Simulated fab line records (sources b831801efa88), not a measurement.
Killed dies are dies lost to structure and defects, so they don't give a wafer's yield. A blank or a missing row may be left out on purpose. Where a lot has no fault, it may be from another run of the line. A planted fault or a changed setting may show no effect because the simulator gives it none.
Struck lot and sound lot, side by side | flow sky130 | 31 steps out of a route of 708
Sound: these wafers, L136.1, L136.2, L136.6. Struck: wafer L142.6 (left out: L142.1, L142.5 of the same lot, which were not struck); the cause appears at the end.
Each step with rows lists, per side, the tool, then ch with its chambers, then its first start. Under that, the readings that differ: sound wafers | struck wafers | difference of the means | sigmas: that difference in standard deviations of wafers without a fault.
alike: readings with means less than 2 such deviations apart, plus words and numbers identical on both sides. not compared: withheld readings, readings lacking a value on some wafer, bounds such as >300 that could conceal the same value, and numbers that have no deviation in the record and whose values overlap.
A row with sigmas, a row that says differs or no value, or rows on one side alone: a step with any of these is where the two part. Non-overlapping numbers with no deviation appear without sigmas and do not part them. A reading that every wafer of one side lacks parts them only if that side has two wafers or more.

SKY_LI_CONTACT_OVL_MEAS_13:
  struck on overlay-01, day 32 21:33; sound on overlay-01, day 30 22:53
  alike: LI_CONTACT_OVL
then, 1 step without rows for these wafers: SKY_LI_CONTACT_ETCH_14 (etches BARC in N2/H2, stops on SiO2, time 45.9 s, target depth 60 nm).
SKY_LI_CONTACT_ETCH_15: etches PSG in C4F8/O2/Ar, stops on Si, target depth 600 nm.
  sound on rie_diel-01 ch 0,2,3, day 30 22:58; struck on rie_diel-04 ch 2, day 32 21:37
  alike: oes_product_au
SKY_LI_CONTACT_STRIP_16: strips in O2/N2.
  sound on plasma_asher-01 ch 0,1, day 30 23:03; struck on plasma_asher-02 ch 0, day 32 21:43
  alike: drypump_motor_current_A, oes_product_au, strip_time_to_endpoint_s
  not compared: rf_hours_counter_h
then, 3 steps without rows for these wafers: SKY_LI_CONTACT_CLEAN_17 (cleans in NMP, time 600 s); SKY_LI_CONTACT_PRE_CLEAN_18 (time 5.6 s); SKY_LI_CONTACT_SPUTTER_19 (material Ti, target thk 20 nm, time 106.37 s).
SKY_LI_CONTACT_SPUTTER_20: material TiN, target thk 20 nm, time 80 s.
  struck on pvd_sputter-03, day 32 22:05; sound on pvd_sputter-01, day 30 23:26
  alike: chamber_pressure_pa, throttle_valve_pct
SKY_LI_CONTACT_CVD_21: deposits W, target thk 400 nm, time 120.56 s.
  sound on cvd_w-01 ch 0,1, day 30 23:29; struck on cvd_w-02 ch 0, day 32 22:08
  alike: heater_power_w
SKY_LI_CONTACT_RS_MEAS_22: uses a four-point probe to measure.
  struck on film_metro-04, day 32 22:16; sound on film_metro-01, day 30 23:37
  alike: LI_CONTACT_W_RS
SKY_LI_CONTACT_THK_MEAS_23: measures by xrf.
  struck on film_metro-04, day 32 22:23; sound on film_metro-01, day 30 23:44
  alike: LI_CONTACT_W_THK
then, 1 step without rows for these wafers: SKY_LI_CONTACT_CMP_24 (polishes, stops on PSG, t overpolish 20 s, target thk 0 nm).
SKY_LOCAL_INTERCONNECT_SPUTTER_00: material TiN, target thk 100 nm, time 83.3 s.
  struck on pvd_sputter-04, day 32 22:45; sound on pvd_sputter-04, day 31 00:05
  reading                                                | sound             | struck | difference | sigmas
  model.TiN_of_LOCAL_INTERCONNECT_SPUTTER_00.thk_nm (nm) | 99.97 100.2 99.49 | 95.76  | -4.13      |
  alike: chamber_pressure_pa, throttle_valve_pct
SKY_LOCAL_INTERCONNECT_RS_MEAS_01: uses a four-point probe to measure.
  struck on film_metro-01, day 32 22:49; sound on film_metro-03, day 31 00:09
  reading                            | sound             | struck | difference | sigmas
  LOCAL_INTERCONNECT_TIN_RS (ohm/sq) | 14.19 14.11 14.23 | 14.80  | +0.62      | +4
SKY_LOCAL_INTERCONNECT_THK_MEAS_02: measures by xrf.
  struck on film_metro-01, day 32 22:56; sound on film_metro-03, day 31 00:16
  reading                         | sound          | struck | difference | sigmas
  LOCAL_INTERCONNECT_TIN_THK (nm) | 99.1 98.9 99.0 | 94.0   | -5.0       | -5
then, 8 steps without rows for these wafers: SKY_LOCAL_INTERCONNECT_DEHYDRATE_03 (time 60 s); SKY_LOCAL_INTERCONNECT_HMDS_04 (prime time 60 s); SKY_LOCAL_INTERCONNECT_COAT_05 (resist thk 60 nm); SKY_LOCAL_INTERCONNECT_COAT_06 (resist thk 450 nm); SKY_LOCAL_INTERCONNECT_SOFTBAKE_07 (time 90 s); SKY_LOCAL_INTERCONNECT_EXPOSE_08 (exposes mask LI1M, target cd 170 nm); SKY_LOCAL_INTERCONNECT_PEB_09; SKY_LOCAL_INTERCONNECT_DEVELOP_10 (develop time 60 s).
SKY_LOCAL_INTERCONNECT_CD_MEAS_11: the cd target is 170 nm.
  struck on cd_sem-02, day 34 01:56; sound on cd_sem-02, day 32 04:05
  reading    | sound             | struck | difference | sigmas
  cd_nm (nm) | 171.9 172.4 173.3 | 169.2  | -3.3       | -2
SKY_LOCAL_INTERCONNECT_OVL_MEAS_12:
  struck on overlay-02, day 34 02:03; sound on overlay-02, day 32 04:12
  alike: LOCAL_INTERCONNECT_OVL
then, 1 step without rows for these wafers: SKY_LOCAL_INTERCONNECT_ETCH_13 (etches BARC in N2/H2, stops on SiO2, time 45.9 s, target depth 60 nm).
SKY_LOCAL_INTERCONNECT_METAL_ETCH_14: etches TiN in Cl2/BCl3, stops on PSG, target depth 110 nm, time 31.4 s.
  sound on rie_metal-04 ch 0,1, day 32 04:17; struck on rie_metal-04 ch 1, day 34 02:09
  reading                                        | sound             | struck | difference | sigmas
  oes_product_au (a.u.)                          | 0.946 0.938 0.937 | 0.910  | -0.030     | -4
  model.LOCAL_INTERCONNECT.feature_depth_nm (nm) | 99.97 100.2 99.49 | 95.76  | -4.13      |
  model.etch.depth_nm (nm)                       | 99.97 100.2 99.49 | 95.76  | -4.13      |
  alike: drypump_motor_current_A, throttle_valve_pct
  not compared: rf_hours_counter_h
SKY_LOCAL_INTERCONNECT_STRIP_15: strips in O2/N2.
  sound on plasma_asher-03 ch 0,1, day 32 04:21; struck on plasma_asher-04 ch 0, day 34 02:12
  reading                      | sound             | struck | difference | sigmas
  oes_product_au (a.u.)        | 0.426 0.423 0.426 | 0.437  | +0.012     | +2
  strip_time_to_endpoint_s (s) | 4.724 4.706 4.707 | 4.755  | +0.043     | +2
  alike: drypump_motor_current_A
  not compared: rf_hours_counter_h
SKY_LOCAL_INTERCONNECT_STRIP_16: strips in post etch residue remover, time 1200 s.
  sound on wet_bench-01 ch 3, day 32 04:27; struck on wet_bench-03 ch 1, day 34 02:18
  reading                                                | sound             | struck | difference | sigmas
  model.TiN_of_LOCAL_INTERCONNECT_SPUTTER_00.thk_nm (nm) | 99.54 99.78 99.07 | 95.34  | -4.12      |
then, 1 step without rows for these wafers: SKY_LOCAL_INTERCONNECT_CLEAN_17 (cleans in IPA, time 180 s).
-- a jump in the record: the struck wafers' starts before and after are 15 days apart (it breaks off in module LOCAL_INTERCONNECT and resumes in module PAD_OPEN, where the first step shown is number 708 of the route) --
SKY_PAD_OPEN_PROBE_99:
  struck on prober-01, day 48 16:31; sound on prober-01, day 47 07:35
  reading                        | sound             | struck | difference | sigmas
  model.etest.res_li.line_ohm_um | 74.02 73.36 73.95 | 78.57  | +4.79      |
  model.etest.res_li.rs_ohm_sq   | 12.78 12.75 12.79 | 13.26  | +0.49      |
  alike: killed_at_M0_to_M3, killed_at_M4_up, killed_at_contacts, killed_at_front_end, killed_at_other, killed_dies, killed_open, killed_short

WHERE THEY PART
Earliest at SKY_LOCAL_INTERCONNECT_RS_MEAS_01; latest, in this record, at SKY_LOCAL_INTERCONNECT_STRIP_15. Later steps at which nothing parts them and some readings are alike: SKY_PAD_OPEN_PROBE_99.

WHY: what had been put in by the simulator
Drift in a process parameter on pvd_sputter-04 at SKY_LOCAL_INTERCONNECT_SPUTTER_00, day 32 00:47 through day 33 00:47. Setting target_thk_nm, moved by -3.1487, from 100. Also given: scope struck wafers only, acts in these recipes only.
